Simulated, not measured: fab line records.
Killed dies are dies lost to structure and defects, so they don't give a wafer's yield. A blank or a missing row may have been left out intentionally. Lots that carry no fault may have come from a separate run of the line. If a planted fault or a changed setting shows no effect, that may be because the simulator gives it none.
The tool behind it: which one? / flow sky130 / 39 wafers from 13 lots sampled at 5 of the route's 708 steps

WHAT THE GAUGES SHOWED, per wafer
SKY_NWELL_RS_MEAS_31: measurement is done with a four-point probe. Usual: PWDE_RS gives 5281 ohm/sq (standard deviation 20).
lot=L556; measured=day 5 07:16; on=film_metro-03; PWDE_RS (ohm/sq)=5273 5286 5252; flag=
lot=L557; measured=day 5 15:40; on=film_metro-02; PWDE_RS (ohm/sq)=5256 5259 5257; flag=
lot=L558; measured=day 6 00:19; on=film_metro-03; PWDE_RS (ohm/sq)=5312 5318 5300; flag=
lot=L559; measured=day 6 10:11; on=film_metro-03; PWDE_RS (ohm/sq)=5316 5306 5292; flag=
lot=L561; measured=day 7 00:24; on=film_metro-01; PWDE_RS (ohm/sq)=5254 5264 5284; flag=
lot=L562; measured=day 7 04:00; on=film_metro-02; PWDE_RS (ohm/sq)=5264 5269 5262; flag=
lot=L567; measured=day 8 00:56; on=film_metro-03; PWDE_RS (ohm/sq)=5278 5286 5296; flag=
lot=L569; measured=day 8 08:28; on=film_metro-03; PWDE_RS (ohm/sq)=5334 5345 5320; flag=
lot=L570; measured=day 8 14:30; on=film_metro-01; PWDE_RS (ohm/sq)=5279 5277 5284; flag=
lot=L571; measured=day 8 20:32; on=film_metro-02; PWDE_RS (ohm/sq)=5265 5287 5275; flag=
lot=L572; measured=day 9 03:05; on=film_metro-03; PWDE_RS (ohm/sq)=5303 5293 5276; flag=
lot=L573; measured=day 9 08:21; on=film_metro-01; PWDE_RS (ohm/sq)=5278 5275 5278; flag=
lot=L579; measured=day 11 01:08; on=film_metro-03; PWDE_RS (ohm/sq)=5257 5267 5261; flag=

SKY_VT_ADJUST_LVTN_TW_MEAS_10. Usual: VT_ADJUST_LVTN_TW gives 242.0 (standard deviation 1.7).
lot=L556; measured=day 6 19:58; on=film_metro-02; VT_ADJUST_LVTN_TW=244.5 242.9 244.2; flag=
lot=L557; measured=day 7 04:30; on=film_metro-04; VT_ADJUST_LVTN_TW=243.1 243.4 243.4; flag=
lot=L558; measured=day 7 13:12; on=film_metro-02; VT_ADJUST_LVTN_TW=241.6 242.1 242.8; flag=
lot=L559; measured=day 7 22:46; on=film_metro-02; VT_ADJUST_LVTN_TW=241.3 242.0 240.7; flag=
lot=L561; measured=day 8 14:07; on=film_metro-03; VT_ADJUST_LVTN_TW=239.9 243.0 241.4; flag=
lot=L562; measured=day 8 18:19; on=film_metro-04; VT_ADJUST_LVTN_TW=242.7 243.6 242.7; flag=
lot=L567; measured=day 9 19:10; on=film_metro-02; VT_ADJUST_LVTN_TW=128.4 129.6 128.2; flag=OFF
lot=L569; measured=day 10 04:04; on=film_metro-03; VT_ADJUST_LVTN_TW=127.4 127.6 128.4; flag=OFF
lot=L570; measured=day 10 10:23; on=film_metro-03; VT_ADJUST_LVTN_TW=239.6 240.4 239.7; flag=
lot=L571; measured=day 10 16:16; on=film_metro-02; VT_ADJUST_LVTN_TW=242.5 242.6 243.0; flag=
lot=L572; measured=day 11 02:08; on=film_metro-04; VT_ADJUST_LVTN_TW=242.1 243.2 242.4; flag=
lot=L573; measured=day 11 03:58; on=film_metro-04; VT_ADJUST_LVTN_TW=242.1 240.8 241.9; flag=
lot=L579; measured=day 13 01:58; on=film_metro-03; VT_ADJUST_LVTN_TW=240.7 241.3 240.7; flag=

SKY_VT_ADJUST_LVTN_OVL_MEAS_18. Usual: VT_ADJUST_LVTN_01_OVL gives 0.7 nm (standard deviation 1.2).
lot=L556; measured=day 7 14:02; on=overlay-01; VT_ADJUST_LVTN_01_OVL (nm)=-1.2 0.1 1.1; flag=
lot=L557; measured=day 7 22:07; on=overlay-02; VT_ADJUST_LVTN_01_OVL (nm)=1.9 0.2 0.4; flag=
lot=L558; measured=day 8 06:43; on=overlay-02; VT_ADJUST_LVTN_01_OVL (nm)=3.0 0.6 2.5; flag=
lot=L559; measured=day 8 18:59; on=overlay-02; VT_ADJUST_LVTN_01_OVL (nm)=2.8 0.7 1.3; flag=
lot=L561; measured=day 9 10:37; on=overlay-02; VT_ADJUST_LVTN_01_OVL (nm)=2.1 0.6 2.3; flag=
lot=L562; measured=day 9 15:23; on=overlay-01; VT_ADJUST_LVTN_01_OVL (nm)=2.2 0.0 0.2; flag=
lot=L567; measured=day 10 17:01; on=overlay-02; VT_ADJUST_LVTN_01_OVL (nm)=0.8 1.6 2.2; flag=
lot=L569; measured=day 11 02:44; on=overlay-02; VT_ADJUST_LVTN_01_OVL (nm)=0.6 0.0 0.2; flag=
lot=L570; measured=day 11 09:08; on=overlay-02; VT_ADJUST_LVTN_01_OVL (nm)=2.0 2.3 2.0; flag=
lot=L571; measured=day 11 15:13; on=overlay-02; VT_ADJUST_LVTN_01_OVL (nm)=0.2 -1.0 -1.6; flag=
lot=L572; measured=day 12 02:38; on=overlay-02; VT_ADJUST_LVTN_01_OVL (nm)=1.9 2.0 2.2; flag=
lot=L573; measured=day 12 03:25; on=overlay-01; VT_ADJUST_LVTN_01_OVL (nm)=-1.0 -0.3 -1.0; flag=
lot=L579; measured=day 14 00:10; on=overlay-02; VT_ADJUST_LVTN_01_OVL (nm)=1.5 2.1 0.7; flag=

SKY_VT_ADJUST_HVTR_OVL_MEAS_08. Usual: VT_ADJUST_HVTR_OVL gives 0.8 nm (standard deviation 1.2).
lot=L556; measured=day 9 05:45; on=overlay-01; VT_ADJUST_HVTR_OVL (nm)=1.2 0.9 0.2; flag=
lot=L557; measured=day 9 15:28; on=overlay-02; VT_ADJUST_HVTR_OVL (nm)=1.9 -0.2 0.6; flag=
lot=L558; measured=day 10 02:31; on=overlay-02; VT_ADJUST_HVTR_OVL (nm)=0.2 0.4 0.4; flag=
lot=L559; measured=day 10 14:39; on=overlay-02; VT_ADJUST_HVTR_OVL (nm)=-1.7 0.9 -0.3; flag=
lot=L561; measured=day 11 08:52; on=overlay-01; VT_ADJUST_HVTR_OVL (nm)=0.8 3.1 2.4; flag=
lot=L562; measured=day 11 13:23; on=overlay-02; VT_ADJUST_HVTR_OVL (nm)=-0.7 -0.8 0.4; flag=
lot=L567; measured=day 12 15:54; on=overlay-02; VT_ADJUST_HVTR_OVL (nm)=-1.4 0.3 -1.0; flag=
lot=L569; measured=day 13 03:56; on=overlay-01; VT_ADJUST_HVTR_OVL (nm)=2.8 0.6 1.3; flag=
lot=L570; measured=day 13 09:08; on=overlay-01; VT_ADJUST_HVTR_OVL (nm)=0.6 0.2 -1.6; flag=
lot=L571; measured=day 13 16:17; on=overlay-01; VT_ADJUST_HVTR_OVL (nm)=0.0 0.7 2.9; flag=
lot=L572; measured=day 14 04:27; on=overlay-02; VT_ADJUST_HVTR_OVL (nm)=-0.3 -1.8 -0.7; flag=
lot=L573; measured=day 14 06:28; on=overlay-01; VT_ADJUST_HVTR_OVL (nm)=2.8 2.6 1.6; flag=
lot=L579; measured=day 16 05:25; on=overlay-01; VT_ADJUST_HVTR_OVL (nm)=1.0 0.9 1.8; flag=

WHAT TOOL EACH LOT RAN ON (gives the tool, then ch and the chambers of the sampled wafers, and finally the start)
lot=L556; SKY_VT_ADJUST_LVTN_IMPLANT_08=implanter-01 ch 0, day 6 19:44
lot=L557; SKY_VT_ADJUST_LVTN_IMPLANT_08=implanter-02 ch 0, day 7 04:15
lot=L558; SKY_VT_ADJUST_LVTN_IMPLANT_08=implanter-01 ch 0, day 7 12:57
lot=L559; SKY_VT_ADJUST_LVTN_IMPLANT_08=implanter-04 ch 0, day 7 22:33
lot=L561; SKY_VT_ADJUST_LVTN_IMPLANT_08=implanter-02 ch 0, day 8 13:52
lot=L562; SKY_VT_ADJUST_LVTN_IMPLANT_08=implanter-04 ch 0, day 8 18:04
lot=L567; SKY_VT_ADJUST_LVTN_IMPLANT_08=implanter-01 ch 0, day 9 18:56
lot=L569; SKY_VT_ADJUST_LVTN_IMPLANT_08=implanter-01 ch 0, day 10 03:50
lot=L570; SKY_VT_ADJUST_LVTN_IMPLANT_08=implanter-02 ch 0, day 10 10:11
lot=L571; SKY_VT_ADJUST_LVTN_IMPLANT_08=implanter-04 ch 0, day 10 16:01
lot=L572; SKY_VT_ADJUST_LVTN_IMPLANT_08=implanter-02 ch 0, day 11 01:55
lot=L573; SKY_VT_ADJUST_LVTN_IMPLANT_08=implanter-02 ch 0, day 11 03:43
lot=L579; SKY_VT_ADJUST_LVTN_IMPLANT_08=implanter-01 ch 0, day 13 01:43
- SKY_VT_ADJUST_LVTN_IMPLANT_08

WHAT THE TOOLS THEMSELVES READ (means of the sampled wafers that have a number; where no wafer has one, the mark that the record gives instead)
SKY_VT_ADJUST_LVTN_IMPLANT_08. Usual: dose_ions_cm2 1.5694e+12, standard deviation 1.8e+09; faraday_current_uA 8.84, standard deviation 0.18.
lot=L556 tool=implanter-01 dose_ions_cm2=1.5704e+12 faraday_current_uA=8.86 flag=
lot=L557 tool=implanter-02 dose_ions_cm2=1.5688e+12 faraday_current_uA=8.84 flag=
lot=L558 tool=implanter-01 dose_ions_cm2=1.5707e+12 faraday_current_uA=8.69 flag=
lot=L559 tool=implanter-04 dose_ions_cm2=1.5679e+12 faraday_current_uA=8.85 flag=
lot=L561 tool=implanter-02 dose_ions_cm2=1.5675e+12 faraday_current_uA=8.69 flag=
lot=L562 tool=implanter-04 dose_ions_cm2=1.5687e+12 faraday_current_uA=8.81 flag=
lot=L567 tool=implanter-01 dose_ions_cm2=1.5627e+11 faraday_current_uA=0.88 flag=OFF
lot=L569 tool=implanter-01 dose_ions_cm2=1.5507e+11 faraday_current_uA=0.88 flag=OFF
lot=L570 tool=implanter-02 dose_ions_cm2=1.5694e+12 faraday_current_uA=8.84 flag=
lot=L571 tool=implanter-04 dose_ions_cm2=1.5701e+12 faraday_current_uA=8.84 flag=
lot=L572 tool=implanter-02 dose_ions_cm2=1.5683e+12 faraday_current_uA=8.75 flag=
lot=L573 tool=implanter-02 dose_ions_cm2=1.5705e+12 faraday_current_uA=8.90 flag=
lot=L579 tool=implanter-01 dose_ions_cm2=1.5703e+12 faraday_current_uA=8.86 flag=

THE ANSWER, worked out from the rows above alone
Rule: a lot counts as off when the mean over its wafers that have a number is more than 3 standard deviations away from the usual mean. Also off: a lot with no number at a reading for which 4 or more lots have one. Any other lot the step has rows for is counted as sound. After the gauges, taken in route order, come the tools' own readings; for these a lot's mean is taken, as printed above. The first step at which some lot is off is used, and at that step the reading that is off furthest; a lot without a number counts as furthest.
Off: L567, L569, seen at SKY_VT_ADJUST_LVTN_TW_MEAS_10 (VT_ADJUST_LVTN_TW).
If a tool, at a process step before that reading, ran all the lots that are off and no sound lot after the first of them, it fits. The gauges at SKY_VT_ADJUST_LVTN_TW_MEAS_10 aren't tried: what is off there is off at SKY_VT_ADJUST_LVTN_IMPLANT_08 too, on other tools, and a gauge's error can't cause that. None of those tried fits.

WHAT THE SIMULATOR HAD PUT IN
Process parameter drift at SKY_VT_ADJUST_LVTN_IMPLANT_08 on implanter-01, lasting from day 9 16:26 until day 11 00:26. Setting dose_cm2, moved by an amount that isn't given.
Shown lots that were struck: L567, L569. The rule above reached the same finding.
